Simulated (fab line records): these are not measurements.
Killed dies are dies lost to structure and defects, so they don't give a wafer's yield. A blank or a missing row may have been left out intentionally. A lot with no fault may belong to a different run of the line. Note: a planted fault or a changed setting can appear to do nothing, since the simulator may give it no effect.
What tool caused it? | flow gf180mcu | 14 lots, 42 wafers sampled, at 2 steps of a route of 602

## WHAT THE GAUGES SHOWED, per wafer
GF_STI_THK_MEAS_04. Usual: STI_CVD_03_THK typically reads 207.4 nm, with standard deviation 2.
lot  | measured    | on            | STI_CVD_03_THK (nm) | flag
L945 | day 1 14:34 | film_metro-03 | 205.8 206.6 206.2   |
L947 | day 2 02:21 | film_metro-01 | 208.5 207.2 206.7   |
L948 | day 2 05:30 | film_metro-03 | 210.0 212.3 210.3   |
L949 | day 2 10:25 | film_metro-03 | 205.2 206.2 205.6   |
L951 | day 2 20:17 | film_metro-01 | 210.3 208.8 208.7   |
L957 | day 4 02:26 | film_metro-03 | 206.2 206.4 206.3   |
L958 | day 4 06:35 | film_metro-04 | 207.2 207.2 207.1   |
L960 | day 4 19:41 | film_metro-04 | 207.6 206.7 208.4   |
L961 | day 4 23:28 | film_metro-03 | 207.8 207.3 209.2   |
L962 | day 5 02:35 | film_metro-04 | 210.5 209.5 209.2   |
L963 | day 5 07:34 | film_metro-01 | 210.7 210.4 210.5   |
L966 | day 5 23:28 | film_metro-04 | 204.5 207.5 207.9   |
L967 | day 6 03:35 | film_metro-04 | 204.4 205.1 204.3   |
L968 | day 6 08:35 | film_metro-01 | 205.6 204.2 203.2   |

GF_STI_CD_MEAS_12: target cd 220 nm. Usual: 220.1 nm for cd_nm, sd 1.1.
lot  | measured    | on        | cd_nm (nm)        | flag
L945 | day 2 01:38 | cd_sem-02 | 219.9 219.9 219.8 |
L947 | day 2 14:11 | cd_sem-01 | 219.2 218.7 219.5 |
L948 | day 2 17:28 | cd_sem-01 | 220.3 220.0 219.2 |
L949 | day 2 22:33 | cd_sem-02 | 219.7 219.7 219.7 |
L951 | day 3 08:58 | cd_sem-02 | 221.3 222.5 221.5 |
L957 | day 4 15:53 | cd_sem-02 | 220.8 220.4 220.3 |
L958 | day 4 20:00 | cd_sem-02 | 220.3 219.5 220.8 |
L960 | day 5 09:38 | cd_sem-01 | 220.2 220.7 220.2 |
L961 | day 5 13:50 | cd_sem-02 | 217.7 218.0 219.1 |
L962 | day 5 16:55 | cd_sem-01 | 218.2 218.9 218.7 |
L963 | day 5 21:12 | cd_sem-02 | 220.5 219.7 220.9 |
L966 | day 6 14:30 | cd_sem-02 | 220.5 221.2 220.1 |
L967 | day 6 19:27 | cd_sem-01 | 220.7 221.2 218.7 |
L968 | day 6 23:57 | cd_sem-02 | 222.3 222.0 222.1 |

## EACH LOT AND THE TOOL THAT RAN IT (in order: tool; ch and the chambers of the sampled wafers; start)
There is no process step in the record ahead of these readings.

## AS READ BY THE TOOLS THEMSELVES (means over the sampled wafers that have a number; for cases with no such wafer, the mark the record gives instead)
The record holds no such reading with a usual standard deviation.

## THE ANSWER, worked out from the rows above alone
Rule: a lot counts as off when the mean over its wafers that have a number is more than 3 standard deviations away from the usual mean. A lot without any number at a reading at which 4 lots or more have one is off too. Any other lot the step has rows for is counted as sound. Order of review: gauges by route order, followed by the tools' own readings, for which a lot's mean as printed above is used. The first step at which some lot is off is used, and at that step the reading that is off furthest; a lot without a number counts as furthest.
Across all readings shown, no lot is off: no conclusion can be drawn from this.

## WHAT THE SIMULATOR HAD INSERTED
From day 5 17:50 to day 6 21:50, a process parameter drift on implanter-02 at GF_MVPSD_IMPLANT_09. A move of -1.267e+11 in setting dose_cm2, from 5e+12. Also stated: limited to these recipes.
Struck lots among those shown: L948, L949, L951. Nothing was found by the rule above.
